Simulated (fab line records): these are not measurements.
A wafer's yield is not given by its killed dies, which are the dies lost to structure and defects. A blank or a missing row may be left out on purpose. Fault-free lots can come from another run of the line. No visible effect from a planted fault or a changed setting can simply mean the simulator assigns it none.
8D (eight disciplines) problem report, filled in by code    flow sky130    the parts of the form that need people (team, actions taken, sign-off) are left out

== 1. THE ISSUE ==
PASSIVATION_CVD_02_THK at SKY_PASSIVATION_THK_MEAS_03 reads a mean of 652 nm on 2 wafers of 2 lots; wafers without a fault read 539 nm with a standard deviation of 6.9. That is +16 standard deviations from the usual mean.
First observed at day 48 00:45: wafer L594.6, on film-metro-01. At this step, 33 wafers from 11 lots have a number in the record. By rule, "out" or "out of limits" means more than 4 standard deviations away from the usual mean. All remaining wafers that have a number are taken as sound.

== 2. WHAT IT IS; WHAT IT IS NOT ==
question                     is                            is not
which readings at this step  PASSIVATION_CVD_02_THK        -
which lots                   L594, L596                    L579, L580, L581, L582, L583, L586, L593, L598, L601
which wafers of those lots   L594.6, L596.3                L594.4, L594.5, L596.2, L596.5
read on which gauges         film-metro-01, film-metro-03  film-metro-04
when                         from day 48 00:45             up to then (23 sound wafers); but 8 sound wafers of L596, L598, L601 came after

== 3. WHAT RULES OUT EACH SUSPECT ==
Counting: a tool at a process step up to the reading stays a suspect if it ran every lot that is out. Sound lots after the first of them don't rule it out here, since some wafers of a struck lot are sound.
- the gauge at SKY_PASSIVATION_THK_MEAS_03 has been ruled out. The wafers that are out were read on 2 gauges (film-metro-01, film-metro-03).
- pecvd-01 at SKY_PASSIVATION_CVD_02 (deposits Si3N4, target thk 540 nm): kept. Ran every lot that is out, first one L594 (day 48 00:36); last sound lot up to then L586 (day 45 22:25).
- In pecvd-01 at SKY_PASSIVATION_CVD_02, the wafers that are out were processed in chamber 1 and their sound lot-mates in chambers 0, 2.
Remaining after the count: pecvd-01 at SKY_PASSIVATION_CVD_02.

== 4. THE CAUSE (what the simulator had put in) ==
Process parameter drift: pecvd-01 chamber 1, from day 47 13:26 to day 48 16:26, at SKY_PASSIVATION_CVD_02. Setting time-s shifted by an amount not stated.
Only this tool survived the counting.

== 5. THE EFFECT CHAIN, in route order ==
Each row: a reading where the mean over the struck wafers with a number is more than 3 standard deviations away from the usual. Scope: only readings with a usual standard deviation given in the record; hours: median across lots of the time from each lot's start at the first step in this table that gives one to its start at this step; sigmas: change in usual standard deviations.
hours  step                         reading                 usual   on struck wafers  change  sigmas
0      SKY_PASSIVATION_THK_MEAS_03  PASSIVATION_CVD_02_THK  539 nm  652               +114    +16

== 6. WHAT WOULD HAVE CAUGHT IT SOONER ==
The first out-of-limits reading at a measuring or inspecting step in this record came at day 48 00:45, 11 hours after the fault's start at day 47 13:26.
Tool readings at SKY_PASSIVATION_CVD_02 with a usual standard deviation given in the record: none out on any struck wafer, hence no alarm at a limit of 4 standard deviations on them.
L596, from the lots that are out (2), started SKY_PASSIVATION_CVD_02 on pecvd-01 later than day 48 00:45. A tool hold placed at that time would have kept it from harm.
